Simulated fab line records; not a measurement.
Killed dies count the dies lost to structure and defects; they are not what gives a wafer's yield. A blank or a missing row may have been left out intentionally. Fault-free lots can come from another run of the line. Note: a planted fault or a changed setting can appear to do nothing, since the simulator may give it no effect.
fab line records | flow sky130
[record] lots = 6 | wafers = 18 | lastDay = 50
route steps=708 shown LI_CONTACT@364 PAD_OPEN@708
lots untouched by any fault: they come from a run of this same line in which no faults occurred
startH: hours from the record's first day to the start of the lot's first wafer shown | waitH: hours elapsed since this lot's preceding step | " as in the row above | L1.1+2: several wafers, shown together as one row | - no value, or no start given | * or withheld: withheld | < > ~ a bound
route shown NAME@n: NAME is a module with steps in the file, n the number in the route of the first one | usual: mean/standard deviation of fault-free wafers | same: alike in all rows | chamber/n: place in a boat | sites: each site's reading | _std_site: standard deviation of those values | _edge_site: mean of outer sites minus mean of inner sites | radiusMm: for every site, how far away it sits from the centre of the wafer | mask NAME#n: copy n | behind: the last tool/chamber to shape the wafer | hold: why the lot was held/for how many hours/how that ended | device: which transistor (n, p or np) failed to switch | end of line: tests of these same wafers at the route's end | step lacking rows: just its recipe | killed: the dies lost at the first sort to structure and to defects; this is not the yield of the wafer | map: a wafer's dies, marking killed ones x, the rest . and places with no die _
set.NAME: the setting as run; set.NAME@STEP: as run at that earlier step | model.NAME: the simulator's own value behind a step, which no gauge read
a table for each step, a row for each wafer; lots at some steps of the route
services: the hour from which a tool's chamber was out of use, counted from the record's first day as startH (under 0 if before that day), plus the number of hours and why
[[steps]]
[step SKY_LI_CONTACT_CMP_02]
[recipe] material = PSG | downForcePsi = 4 | platenRpm = 60 | padVelocityMS = 0.94248
[usual] motorCurrentA = 12.3/0.83 | timeToEndpointS = 31.6/2.2
lot.wafer | tool   | chamber | startH | waitH | motorCurrentA | timeToEndpointS
L294.4    | cmp-01 | 3       | 685.15 | 0.1   | 11.7          | 34.7
L294.3    | "      | 1       | "      | "     | 11.9          | 33.8
L294.5    | "      | 3       | "      | "     | 12.6          | 34.8
L301.3    | cmp-01 | 3       | 731.93 | 0.1   | 11.3          | 35.7
L301.1    | "      | 0       | "      | "     | 12.2          | 34.0
L301.5    | "      | 2       | "      | "     | 12.5          | 33.8
L302.2    | cmp-01 | 0       | 740.11 | 0.0   | 11.8          | 31.8
L302.3    | "      | 2       | "      | "     | 12.7          | 33.0
L302.4    | "      | 3       | "      | "     | 11.8          | 33.8
L303.3    | cmp-02 | 1       | 748.20 | 0.0   | 11.7          | 30.1
L303.1    | "      | 3       | "      | "     | 13.6          | 28.8
L303.6    | "      | 2       | "      | "     | 13.6          | 30.2
L312.3    | cmp-02 | 2       | 810.20 | 0.0   | 13.4          | 30.4
L312.2    | "      | 3       | "      | "     | 13.2          | 29.9
L312.6    | "      | 3       | "      | "     | 13.1          | 30.4
L314.3    | cmp-02 | 3       | 824.36 | 0.1   | 13.6          | 32.6
L314.1    | "      | 0       | "      | "     | 11.7          | 33.2
L314.6    | "      | 3       | "      | "     | 14.1          | 35.7
[step SKY_LI_CONTACT_BOW_MEAS_03]
[recipe] mode = bow
[usual] LI_CONTACT_BOW = 55/7.1
lot.wafer | tool         | chamber | startH | waitH | LI_CONTACT_BOW[um]
L294.3    | filmMetro-03 | -       | 685.44 | 0.1   | 51
L294.4    | "            | -       | "      | "     | 56
L294.5    | "            | -       | "      | "     | 54
L301.1    | filmMetro-04 | -       | 732.13 | 0.1   | 51
L301.3    | "            | -       | "      | "     | 57
L301.5    | "            | -       | "      | "     | 54
L302.2    | filmMetro-04 | -       | 740.47 | 0.3   | 56
L302.3    | "            | -       | "      | "     | 57
L302.4    | "            | -       | "      | "     | 53
L303.1    | filmMetro-04 | -       | 748.50 | 0.1   | 63
L303.3    | "            | -       | "      | "     | 37
L303.6    | "            | -       | "      | "     | 42
L312.2    | filmMetro-02 | -       | 810.52 | 0.2   | 60
L312.3    | "            | -       | "      | "     | 64
L312.6    | "            | -       | "      | "     | 73
L314.1    | filmMetro-02 | -       | 824.61 | 0.1   | 45
L314.3    | "            | -       | "      | "     | 44
L314.6    | "            | -       | "      | "     | 51
[step SKY_LI_CONTACT_DEHYDRATE_04]
[recipe] tempC = 200 | timeS = 60
[step SKY_LI_CONTACT_HMDS_05]
[recipe] primeTimeS = 60 | primeTempC = 120
[step SKY_LI_CONTACT_COAT_06]
[recipe] resist = BARC | tempC = withheld | timeS = withheld | spinRpm = 3000 | resistThkNm = 60
[step SKY_LI_CONTACT_COAT_07]
[recipe] resist = KrF-thick | spinRpm = 3000 | resistThkNm = 450
[step SKY_LI_CONTACT_SOFTBAKE_08]
[recipe] tempC = 100 | timeS = 90 | resist = KrF-thick
[step SKY_LI_CONTACT_EXPOSE_09]
[recipe] maskId = LICM1 | na = 0.8 | sourceShape = annular | sigmaInner = 0.55 | sigmaOuter = 0.85 | targetCdNm = 170 | doseMj = 38
[step SKY_LI_CONTACT_PEB_10]
[recipe] pebTempC = withheld | pebTimeS = withheld | resist = KrF-thick
[step SKY_LI_CONTACT_DEVELOP_11]
[recipe] developTimeS = 60 | resist = KrF-thick | devTempC = 21
[step SKY_LI_CONTACT_CD_MEAS_12]
[recipe] targetCdNm = 170
[usual] cdNm = 170.5/1.6
lot.wafer | tool     | chamber | startH | waitH | cdNm
L294.3    | cdSem-01 | -       | 713.77 | -     | 171.7
L294.4    | "        | -       | "      | "     | 170.8
L294.5    | "        | -       | "      | "     | 170.6
L301.1    | cdSem-02 | -       | 760.38 | -     | 172.5
L301.3    | "        | -       | "      | "     | 172.6
L301.5    | "        | -       | "      | "     | 171.1
L302.2    | cdSem-01 | -       | 767.95 | -     | 170.6
L302.3    | "        | -       | "      | "     | 170.7
L302.4    | "        | -       | "      | "     | 169.5
L303.1    | cdSem-01 | -       | 775.67 | -     | 172.3
L303.3    | "        | -       | "      | "     | 171.6
L303.6    | "        | -       | "      | "     | 170.9
L312.2    | cdSem-02 | -       | 836.24 | -     | 173.8
L312.3    | "        | -       | "      | "     | 172.0
L312.6    | "        | -       | "      | "     | 173.9
L314.1    | cdSem-01 | -       | 851.23 | -     | 169.6
L314.3    | "        | -       | "      | "     | 172.1
L314.6    | "        | -       | "      | "     | 169.8
[step SKY_LI_CONTACT_OVL_MEAS_13]
[usual] LI_CONTACT_OVL = 1/4.9
lot.wafer | tool       | chamber | startH | waitH | LI_CONTACT_OVL[nm]
L294.3    | overlay-02 | -       | 713.87 | 0.1   | -4
L294.4    | "          | -       | "      | "     | 2
L294.5    | "          | -       | "      | "     | -2
L301.1    | overlay-01 | -       | 760.50 | 0.1   | 1
L301.3    | "          | -       | "      | "     | -5
L301.5    | "          | -       | "      | "     | 2
L302.2    | overlay-01 | -       | 768.05 | 0.1   | -5
L302.3    | "          | -       | "      | "     | 4
L302.4    | "          | -       | "      | "     | -1
L303.1    | overlay-02 | -       | 775.79 | 0.1   | 9
L303.3    | "          | -       | "      | "     | 2
L303.6    | "          | -       | "      | "     | 12
L312.2    | overlay-02 | -       | 836.34 | 0.1   | 4
L312.3    | "          | -       | "      | "     | 2
L312.6    | "          | -       | "      | "     | -5
L314.1    | overlay-02 | -       | 851.35 | 0.1   | -4
L314.3    | "          | -       | "      | "     | 0
L314.6    | "          | -       | "      | "     | 5
[step SKY_LI_CONTACT_ETCH_14]
[recipe] chemistry = N2/H2 | target = BARC | ionEnergyEv = 200 | sourceW = 500 | biasW = 100 | pressureMtorr = 30 | n2FlowSccm = 100 | h2FlowSccm = 200 | stopOn = SiO2 | timeS = 45.9 | targetDepthA = 600
[usual] drypumpMotorCurrentA = 5.9/0.43 | oesProductAu = 0.855/0.0045 | runLengthS = 73.9/0.35 | throttleValvePct = 13.225/0.0087
lot.wafer | tool       | chamber | startH | waitH | drypumpMotorCurrentA | oesProductAu | rfHoursCounterH | runLengthS | throttleValvePct | model.etch.depthNm | model.KrF-thick_of_LI_CONTACT_COAT_07.thkNm | model.LI_CONTACT.cdNm
L294.3    | rieDiel-04 | 2       | 713.90 | 0.0   | 5.3                  | 0.852        | 8               | 75.0       | 13.209           | 59.79              | 390.9                                       | 171.3
L294.4    | "          | 3       | "      | "     | 6.0                  | 0.853        | 8               | 73.2       | 13.200           | 59.81              | 392.9                                       | 170.9
L294.5    | "          | 0       | "      | "     | 5.9                  | 0.859        | -               | 74.7       | 13.233           | 59.96              | 391.7                                       | 170.4
L301.1    | rieDiel-03 | 2       | 760.53 | 0.0   | 5.8                  | 0.997        | 21              | 47.0       | 13.238           | 32.18              | 416.3                                       | 167.5
L301.3    | "          | 1       | "      | "     | 6.3                  | 1.009        | -               | 47.1       | 13.244           | 32.94              | 416.1                                       | 167.6
L301.5    | "          | 1       | "      | "     | 6.3                  | 1.014        | -               | 47.2       | 13.249           | 32.77              | 416.4                                       | 166.3
L302.2    | rieDiel-03 | 0       | 768.08 | 0.0   | 5.2                  | 1.005        | 2               | 46.7       | 13.243           | 32.64              | 417.4                                       | 165.6
L302.3    | "          | 1       | "      | "     | 6.2                  | 1.014        | 13              | 47.0       | 13.242           | 33.31              | 418.8                                       | 165.9
L302.4    | "          | 0       | "      | "     | 5.3                  | 0.996        | -               | 46.6       | 13.231           | 32.5               | 418.4                                       | 164.3
L303.1    | rieDiel-02 | 2       | 775.82 | 0.0   | 6.2                  | 0.857        | 1               | 73.9       | 13.230           | 60                 | 392.5                                       | 172.2
L303.3    | "          | 0       | "      | "     | 5.8                  | 0.857        | 9               | 74.2       | 13.223           | 59.77              | 392.9                                       | 171.2
L303.6    | "          | 3       | "      | "     | 5.2                  | 0.855        | -               | 73.8       | 13.233           | 59.97              | 391.8                                       | 170.2
L312.2    | rieDiel-03 | 2       | 836.37 | 0.0   | 5.8                  | 0.848        | 24              | 73.8       | 13.217           | 60.22              | 393.4                                       | 173.9
L312.3    | "          | 0       | "      | "     | 5.3                  | 0.855        | 4               | 73.4       | 13.215           | 60.29              | 392.2                                       | 172.1
L312.6    | "          | 0       | "      | "     | 5.3                  | 0.853        | -               | 73.5       | 13.219           | 60.1               | 391.9                                       | 173.1
L314.1    | rieDiel-03 | 2       | 851.38 | 0.0   | 5.8                  | 0.848        | 24              | 74.1       | 13.227           | 59.81              | 393.4                                       | 169.3
L314.3    | "          | 1       | "      | "     | 6.3                  | 0.852        | 16              | 74.0       | 13.221           | 60.21              | 392                                         | 171.8
L314.6    | "          | 0       | "      | "     | 5.3                  | 0.855        | -               | 73.3       | 13.230           | 59.91              | 392.2                                       | 168.9
[step SKY_LI_CONTACT_ETCH_15]
[recipe] target = PSG | chemistry = C4F8/O2/Ar | stopOn = Si | taperDeg = 4.15 | maskMaterial = KrF-thick | sourceW = 1500 | biasW = 1200 | pressureMtorr = 40 | c4f8FlowSccm = withheld | O2_flow_sccm = 6 | Ar_flow_sccm = 300 | timeS = withheld | targetDepthA = 6000
[usual] oesProductAu = 0.837/0.0046
lot.wafer | tool       | chamber | startH | waitH | oesProductAu | model.KrF-thick_of_LI_CONTACT_COAT_07.thkNm | model.LI_CONTACT.cdNm
L294.3    | rieDiel-04 | 2       | 713.94 | 0.0   | 0.839        | 227.2                                       | 171.4
L294.4    | "          | 3       | "      | "     | 0.842        | 232.5                                       | 170.5
L294.5    | "          | 0       | "      | "     | 0.836        | 228.4                                       | 170.4
L301.1    | rieDiel-03 | 2       | 760.60 | 0.0   | 0.842        | 255.2                                       | 167.9
L301.3    | "          | 1       | "      | "     | 0.835        | 251.5                                       | 167.5
L301.5    | "          | 1       | "      | "     | 0.845        | 253                                         | 165.8
L302.2    | rieDiel-03 | 0       | 768.12 | 0.0   | 0.840        | 256.7                                       | 165.4
L302.3    | "          | 1       | "      | "     | 0.842        | 255.6                                       | 165.6
L302.4    | "          | 0       | "      | "     | 0.847        | 257.7                                       | 163.9
L303.1    | rieDiel-02 | 2       | 775.86 | 0.0   | 0.837        | 230.8                                       | 172.5
L303.3    | "          | 0       | "      | "     | 0.841        | 233.5                                       | 171.4
L303.6    | "          | 3       | "      | "     | 0.827        | 232.9                                       | 170.3
L312.2    | rieDiel-03 | 2       | 836.41 | 0.0   | 0.846        | 232.5                                       | 173.8
L312.3    | "          | 0       | "      | "     | 0.838        | 232.6                                       | 172
L312.6    | "          | 0       | "      | "     | 0.837        | 231.9                                       | 173.1
L314.1    | rieDiel-03 | 2       | 851.43 | 0.0   | 0.836        | 232.1                                       | 169.1
L314.3    | "          | 1       | "      | "     | 0.834        | 227.3                                       | 171.5
L314.6    | "          | 0       | "      | "     | 0.828        | 230.6                                       | 168.8
[step SKY_LI_CONTACT_STRIP_16]
[recipe] chemistry = O2/N2 | powerW = 1400 | pressureMtorr = 1500 | platenTempC = withheld | o2FlowSccm = 3000 | n2FlowSccm = 300 | overashFraction = 0.5
[usual] drypumpMotorCurrentA = 5.5/0.44 | oesProductAu = 0.376/0.0045 | stripTimeToEndpointS = 3.490/0.025
lot.wafer | tool           | chamber | startH | waitH | drypumpMotorCurrentA | oesProductAu | rfHoursCounterH | stripTimeToEndpointS
L294.3    | plasmaAsher-03 | 1       | 714.06 | -     | 5.3                  | 0.374        | -               | 3.450
L294.4    | "              | 0       | "      | "     | 6.2                  | 0.385        | -               | 3.502
L294.5    | "              | 1       | "      | "     | 5.3                  | 0.373        | -               | 3.451
L301.1    | plasmaAsher-04 | 1       | 760.72 | -     | 5.8                  | 0.388        | 33              | 3.744
L301.3    | "              | 1       | "      | "     | 5.8                  | 0.386        | -               | 3.720
L301.5    | "              | 0       | "      | "     | 5.4                  | 0.390        | -               | 3.718
L302.2    | plasmaAsher-02 | 1       | 768.21 | -     | 4.8                  | 0.388        | 92              | 3.753
L302.3    | "              | 1       | "      | "     | 4.8                  | 0.387        | -               | 3.749
L302.4    | "              | 0       | "      | "     | 5.5                  | 0.397        | -               | 3.780
L303.1    | plasmaAsher-03 | 0       | 775.95 | -     | 6.2                  | 0.375        | 67              | 3.486
L303.3    | "              | 1       | "      | "     | 5.4                  | 0.377        | -               | 3.501
L303.6    | "              | 0       | "      | "     | 6.2                  | 0.373        | -               | 3.515
L312.2    | plasmaAsher-04 | 0       | 836.50 | -     | 5.4                  | 0.376        | 42              | 3.515
L312.3    | "              | 1       | "      | "     | 5.8                  | 0.377        | -               | 3.518
L312.6    | "              | 0       | "      | "     | 5.4                  | 0.374        | -               | 3.507
L314.1    | plasmaAsher-04 | 1       | 851.51 | -     | 5.8                  | 0.376        | 44              | 3.493
L314.3    | "              | 1       | "      | "     | 5.8                  | 0.374        | -               | 3.451
L314.6    | "              | 1       | "      | "     | 5.8                  | 0.369        | -               | 3.483
[step SKY_LI_CONTACT_CLEAN_17]
[recipe] chemistry = NMP | timeS = 600 | tempC = 60 | dry = n2Spin
[step SKY_PAD_OPEN_PROBE_99]
[usual] killed_at_M0_to_M3 = 42/7.2 | killed_at_M4_up = 3.2/1.8 | killedAtContacts = 24/5.4 | killedAtFrontEnd = 15/4 | killedAtOther = 0.3/0.59 | killedDies = 84/9 | killedOpen = 46/7.1 | killedShort = 38/6
[same] grossDies = 492 | killedAtBackSide = 0
lot.wafer | tool      | chamber | startH  | waitH | killed_at_M0_to_M3 | killed_at_M4_up | killedAtContacts | killedAtFrontEnd | killedAtOther | killedDies | killedOpen | killedShort | model.etest.liconPdiff.rcOhm | model.etest.liconHighPo.rcOhm | model.etest.liconNdiff.rcOhm | model.etest.sonosUncharged.rOnOhmUm | model.etest.liconPoly.rcOhm | model.etest.resPoly.widthNm | model.etest.resHighPo.widthNm | model.etest.resXhighPo.widthNm
L294.3    | prober-02 | -       | 1110.04 | 0.2   | 48                 | 4               | 30               | 20               | 0             | 102        | 54         | 47          | 555.7                        | 340.3                         | 172.3                        | 811.1                               | 146                         | 93.98                       | 349.2                         | 349.4
L294.4    | prober-02 | -       | 1110.09 | 0.2   | 39                 | 5               | 21               | 16               | 1             | 82         | 43         | 38          | 564.4                        | 329.8                         | 178.8                        | 815                                 | 155.5                       | 93.5                        | 348.8                         | 350.3
L294.5    | prober-02 | -       | 1110.14 | 0.2   | 40                 | 1               | 19               | 19               | 0             | 79         | 42         | 37          | 571.9                        | 351.6                         | 181.1                        | 810.4                               | 147.4                       | 93.51                       | 347.8                         | 348.2
L301.1    | prober-02 | -       | 1137.92 | 0.1   | 49                 | 1               | 28               | 8                | 1             | 87         | 42         | 44          | 657.4                        | 396                           | 211.3                        | 822.7                               | 167.4                       | 88.23                       | 344.1                         | 343.6
L301.3    | prober-02 | -       | 1138.02 | 0.2   | 31                 | 4               | 29               | 13               | 1             | 78         | 46         | 32          | 616.8                        | 376.4                         | 209.9                        | 829.9                               | 163.7                       | 90.2                        | 345.1                         | 345.5
L301.5    | prober-02 | -       | 1138.12 | 0.2   | 44                 | 4               | 16               | 10               | 0             | 74         | 42         | 32          | 667.9                        | 390.2                         | 208.2                        | 833.1                               | 171.9                       | 89.62                       | 346.2                         | 345.2
L302.2    | prober-01 | -       | 1145.98 | 0.1   | 31                 | 2               | 14               | 12               | 1             | 60         | 31         | 29          | 695.3                        | 384.2                         | 216.4                        | 840.6                               | 175.8                       | 91.39                       | 346.7                         | 348.5
L302.3    | prober-01 | -       | 1146.03 | 0.2   | 38                 | 4               | 22               | 17               | 0             | 81         | 44         | 37          | 674.3                        | 400.7                         | 219.2                        | 837                                 | 171.2                       | 90.29                       | 345.1                         | 346.6
L302.4    | prober-01 | -       | 1146.08 | 0.2   | 43                 | 1               | 21               | 16               | 1             | 82         | 44         | 38          | 694.4                        | 405.4                         | 218.4                        | 823.2                               | 171.3                       | 92.23                       | 349.2                         | 348
L303.1    | prober-02 | -       | 1154.62 | 0.1   | 33                 | 1               | 24               | 17               | 1             | 76         | 48         | 27          | 551.6                        | 347                           | 175.4                        | 793.1                               | 150.5                       | 93.02                       | 350.1                         | 349.8
L303.3    | prober-02 | -       | 1154.72 | 0.2   | 39                 | 2               | 22               | 16               | 0             | 79         | 41         | 36          | 586.5                        | 352.9                         | 172.1                        | 821.8                               | 144.1                       | 95.72                       | 352.7                         | 352.6
L303.6    | prober-02 | -       | 1154.87 | 0.2   | 40                 | 1               | 27               | 24               | 0             | 92         | 52         | 39          | 595.5                        | 354.5                         | 186.9                        | 803.2                               | 148.3                       | 93.59                       | 350.7                         | 348.7
L312.2    | prober-01 | -       | 1185.77 | 0.1   | 50                 | 1               | 18               | 15               | 0             | 84         | 46         | 38          | 559.7                        | 334                           | 173.9                        | 822.4                               | 148.4                       | 96.86                       | 352.8                         | 351
L312.3    | prober-01 | -       | 1185.82 | 0.2   | 42                 | 1               | 25               | 19               | 2             | 89         | 54         | 35          | 564.1                        | 349                           | 184.9                        | 801.9                               | 147.4                       | 95.34                       | 350.5                         | 350.7
L312.6    | prober-01 | -       | 1185.97 | 0.2   | 43                 | 4               | 20               | 19               | 0             | 86         | 46         | 40          | 555                          | 348.7                         | 179.6                        | 807.9                               | 145.7                       | 97.3                        | 351.3                         | 354.2
L314.1    | prober-01 | -       | 1197.27 | 0.1   | 44                 | 5               | 17               | 17               | 0             | 83         | 44         | 39          | 594.7                        | 351                           | 182.6                        | 805.8                               | 153.3                       | 94.53                       | 350.8                         | 351.2
L314.3    | prober-01 | -       | 1197.37 | 0.2   | 42                 | 2               | 38               | 18               | 0             | 100        | 49         | 50          | 574.2                        | 343.7                         | 182.3                        | 796.7                               | 151.5                       | 91.92                       | 346.7                         | 349.2
L314.6    | prober-01 | -       | 1197.52 | 0.2   | 43                 | 3               | 33               | 15               | 0             | 94         | 52         | 42          | 595.1                        | 346.3                         | 180.7                        | 791.1                               | 151.4                       | 93.42                       | 349.8                         | 349.3
// killed by level:class
L294.3 LI_CONTACT:geometricParticle:open=9 VIA3:geometricParticle:open=9 METAL2:geometricParticle:short=8 LOCAL_INTERCONNECT:geometricParticle:short=7 CONTACT:geometricParticle:open=7 VIA1:geometricParticle:short=7 VIA1:geometricParticle:open=7 FIELD_ISO:geometricParticle:open=6
L294.4 LI_CONTACT:geometricParticle:open=9 METAL3:geometricParticle:short=6 VIA3:geometricParticle:open=6 VIA1:geometricParticle:short=5 VIA2:geometricParticle:open=5 FIELD_ISO:geometricParticle:open=4 POLY_GATE:geometricParticle:short=4 VIA1:geometricParticle:open=4
L294.5 VIA1:geometricParticle:open=8 CONTACT:geometricParticle:open=8 FIELD_ISO:geometricParticle:open=6 METAL1:geometricParticle:short=6 VIA2:geometricParticle:open=6 POLY_GATE:geometricParticle:open=5 METAL2:geometricParticle:short=5 LOCAL_INTERCONNECT:geometricParticle:short=4
L301.1 LI_CONTACT:geometricParticle:open=9 METAL1:geometricParticle:short=9 CONTACT:geometricParticle:open=8 VIA3:geometricParticle:open=8 VIA1:geometricParticle:open=7 VIA2:geometricParticle:open=6 METAL2:geometricParticle:short=5 LOCAL_INTERCONNECT:geometricParticle:short=5
L301.3 VIA2:geometricParticle:open=9 VIA1:geometricParticle:open=8 CONTACT:geometricParticle:short=7 CONTACT:geometricParticle:open=6 LI_CONTACT:geometricParticle:open=6 LOCAL_INTERCONNECT:geometricParticle:short=6 POLY_GATE:geometricParticle:open=3 VIA2:geometricParticle:short=3
L301.5 VIA1:geometricParticle:open=12 VIA2:geometricParticle:open=7 VIA3:geometricParticle:short=7 CONTACT:geometricParticle:open=6 VIA3:geometricParticle:open=4 LOCAL_INTERCONNECT:geometricParticle:short=4 METAL1:geometricParticle:short=4 VIA1:geometricParticle:short=4
L302.2 METAL1:geometricParticle:short=8 CONTACT:geometricParticle:open=7 VIA2:geometricParticle:open=5 VIA1:geometricParticle:open=5 VIA3:geometricParticle:open=5 POLY_GATE:geometricParticle:short=4 FIELD_ISO:geometricParticle:short=3 METAL3:geometricParticle:short=3
L302.3 VIA1:geometricParticle:open=14 FIELD_ISO:geometricParticle:open=7 CONTACT:geometricParticle:open=7 FIELD_ISO:geometricParticle:short=6 LI_CONTACT:geometricParticle:open=5 LOCAL_INTERCONNECT:geometricParticle:short=4 METAL1:geometricParticle:short=4 METAL2:geometricParticle:short=4
L302.4 VIA1:geometricParticle:open=15 CONTACT:geometricParticle:open=11 FIELD_ISO:geometricParticle:short=7 VIA1:geometricParticle:short=6 POLY_GATE:geometricParticle:short=4 VIA2:geometricParticle:short=4 VIA2:geometricParticle:open=4 VIA3:geometricParticle:open=4
L303.1 LI_CONTACT:geometricParticle:open=9 CONTACT:geometricParticle:open=8 VIA3:geometricParticle:open=7 VIA2:geometricParticle:open=6 POLY_GATE:geometricParticle:open=5 FIELD_ISO:geometricParticle:open=4 VIA1:geometricParticle:open=4 METAL2:geometricParticle:short=4
L303.3 VIA1:geometricParticle:open=13 LOCAL_INTERCONNECT:geometricParticle:short=9 VIA1:geometricParticle:short=5 LI_CONTACT:geometricParticle:open=4 CONTACT:geometricParticle:open=4 VIA2:geometricParticle:open=4 POLY_GATE:geometricParticle:open=3 POLY_GATE:geometricParticle:short=3
L303.6 VIA1:geometricParticle:open=12 LI_CONTACT:geometricParticle:open=9 CONTACT:geometricParticle:open=7 FIELD_ISO:geometricParticle:open=6 POLY_GATE:geometricParticle:short=6 VIA3:geometricParticle:open=6 METAL1:geometricParticle:short=5 POLY_GATE:geometricParticle:open=4
L312.2 VIA1:geometricParticle:open=17 VIA1:geometricParticle:short=9 VIA2:geometricParticle:open=8 LI_CONTACT:geometricParticle:open=7 FIELD_ISO:geometricParticle:short=4 POLY_GATE:geometricParticle:short=4 CONTACT:geometricParticle:open=4 VIA2:geometricParticle:short=4
L312.3 CONTACT:geometricParticle:open=13 VIA1:geometricParticle:open=11 POLY_GATE:geometricParticle:open=7 LI_CONTACT:geometricParticle:open=6 VIA3:geometricParticle:open=6 METAL2:geometricParticle:short=5 METAL1:geometricParticle:short=4 POLY_GATE:geometricParticle:short=3
L312.6 VIA1:geometricParticle:open=9 VIA3:geometricParticle:open=7 CONTACT:geometricParticle:open=6 FIELD_ISO:geometricParticle:open=5 POLY_GATE:geometricParticle:short=5 LOCAL_INTERCONNECT:geometricParticle:short=5 VIA1:geometricParticle:short=5 VIA2:geometricParticle:open=5
L314.1 VIA1:geometricParticle:open=10 VIA3:geometricParticle:open=9 METAL2:geometricParticle:short=7 FIELD_ISO:geometricParticle:open=6 CONTACT:geometricParticle:short=6 FIELD_ISO:geometricParticle:short=5 VIA2:geometricParticle:open=5 LI_CONTACT:geometricParticle:open=5
L314.3 CONTACT:geometricParticle:open=15 VIA1:geometricParticle:open=9 VIA1:geometricParticle:short=7 LI_CONTACT:geometricParticle:short=7 LI_CONTACT:geometricParticle:open=7 METAL2:geometricParticle:short=6 LOCAL_INTERCONNECT:geometricParticle:short=6 VIA2:geometricParticle:open=6
L314.6 LI_CONTACT:geometricParticle:open=10 CONTACT:geometricParticle:open=9 METAL2:geometricParticle:short=8 FIELD_ISO:geometricParticle:open=6 LOCAL_INTERCONNECT:geometricParticle:short=6 VIA1:geometricParticle:open=6 VIA3:geometricParticle:open=6 VIA2:geometricParticle:open=5
[[services]]
tool           | chamber | startH | hours | kind
cmp-01         | -       | 666.82 | 0.7   | repair
rieDiel-04     | -       | 669.53 | 1.6   | repair
cmp-02         | -       | 669.59 | 0.2   | repair
plasmaAsher-03 | -       | 671.43 | 0.4   | repair
rieDiel-03     | 0       | 684.41 | 11.8  | repair
rieDiel-04     | 2       | 689.74 | 10.1  | repair
cmp-02         | -       | 707.06 | 2.0   | repair
plasmaAsher-02 | -       | 717.55 | 2.3   | repair
cmp-02         | -       | 729.94 | 3.3   | repair
rieDiel-04     | 3       | 734.18 | 3.0   | repair
cmp-02         | -       | 744.00 | 4.0   | pm
cmp-01         | -       | 753.50 | 1.7   | repair
rieDiel-03     | 3       | 755.81 | 12.8  | repair
rieDiel-03     | 0       | 756.05 | 4.8   | repair
rieDiel-03     | 2       | 772.57 | 9.7   | repair
rieDiel-03     | 3       | 782.22 | 5.8   | repair
cmp-02         | -       | 782.34 | 1.4   | repair
cmp-01         | -       | 783.59 | 2.2   | repair
cmp-01         | -       | 785.07 | 1.1   | repair
rieDiel-03     | 0       | 802.44 | 6.3   | repair
rieDiel-03     | -       | 807.39 | 2.8   | pm
rieDiel-04     | 2       | 831.54 | 3.5   | repair
rieDiel-02     | 1       | 832.84 | 94.7  | repair
rieDiel-04     | 3       | 833.10 | 2.9   | repair
[[key]]
[firstSign] step = SKY_LI_CONTACT_ETCH_14 | reading = runLengthS | direction = down | sigmas = 78 | usual = * | struck = *
[effect] step = SKY_LI_CONTACT_ETCH_14 | reading = oesProductAu | direction = up | sigmas = 33 | usual = 0.855 | struck = 1.006
[effect] step = SKY_LI_CONTACT_STRIP_16 | reading = stripTimeToEndpointS | direction = up | sigmas = 10 | usual = * | struck = *
[modelEffect] step = SKY_LI_CONTACT_ETCH_14 | value = etch.depthNm | without = 59.87 | struck = 32.72
[modelEffect] step = SKY_LI_CONTACT_ETCH_15 | value = KrF-thick_of_LI_CONTACT_COAT_07.thkNm | without = 229.4 | struck = 254.9
[modelEffect] step = SKY_PAD_OPEN_PROBE_99 | value = etest.liconPdiff.rcOhm | without = 575.7 | struck = 667.7
metAt SKY_LI_CONTACT_ETCH_14
struckWafers L301.1,L301.3,L301.5,L302.2,L302.3,L302.4
testerLeftOut L301,L302
[fault] kind = processParameterDrift | tool = rieDiel-03 | chamber = - | onsetH = 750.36 | steps = SKY_LI_CONTACT_ETCH_14 | channel = timeS | offset = * | shape = step | endH = 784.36 | actsIn = * | stated = *
// testerLeftOut: of these lots the tester's yield and bins aren't shown, on N5 and GAA mostly nor the transistor test; their killed dies are dies lost to structure and defects alone, not to doping, threshold or leakage, so they don't give the yield
